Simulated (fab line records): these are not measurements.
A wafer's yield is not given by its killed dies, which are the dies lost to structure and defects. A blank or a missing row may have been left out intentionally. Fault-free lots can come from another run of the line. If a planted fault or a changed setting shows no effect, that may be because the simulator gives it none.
Chamber matching	flow gf180mcu	GF_V1_CVD_02 on pecvd-02: 3 sister chambers
The step deposits SiO2 from TEOS, target thk 850 nm, time 94.851 s. 6 wafers are shown with their chamber, then 10 later ones without.

== EACH WAFER AND ITS CHAMBER ==
wafer	chamber	heater power w (W)	rf fwd power W (W)
L080.3	0	693	596.7
L080.6	0	767	599.9
L089.3	2	577	595.9
L089.5	2	632	596.0
L091.2	1	1034	595.7
L091.3	1	841	596.1

== WAFERS WHOSE CHAMBER IS MISSING ==
wafer	heater power w (W)	rf fwd power W (W)
L091.6	1002	595.9
L094.1	728	601.3
L094.4	1019	594.2
L094.6	825	596.3
L095.2	954	596.5
L095.3	579	598.3
L095.6	646	600.3
L096.2	696	599.7
L096.5	918	593.0
L096.6	587	598.7

== CHAMBER TAKEN BY EACH ==
wafer	from the rows above	in truth
L091.6	1	1
L094.1	0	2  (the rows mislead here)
L094.4	1	1
L094.6	can't be placed: 1 or 0 or 2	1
L095.2	1	1
L095.3	can't be placed: 0 or 2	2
L095.6	can't be placed: 0 or 2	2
L096.2	can't be placed: 0 or 2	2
L096.5	1	1
L096.6	can't be placed: 0 or 2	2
Correct placement for 4 of the 10. From these rows, 5 cannot be placed; in 5 the true chamber is one of the candidates. Wrongly placed: 1.
How it was worked out, from the rows above alone: a wafer's distance from a chamber is the root of the sum, over the readings, of the square of ((its reading less the chamber's mean) divided by the reading's scatter). If the next closest chamber is less than 2 further off than the closest, the wafer can't be placed; otherwise it belongs to the closest. For every chamber, the mean is computed from those of its wafers that are shown. How the scatter is found: for the shown wafers, subtract from each reading the mean of its chamber, square and add these, divide the total by (wafers less chambers), then take the root.
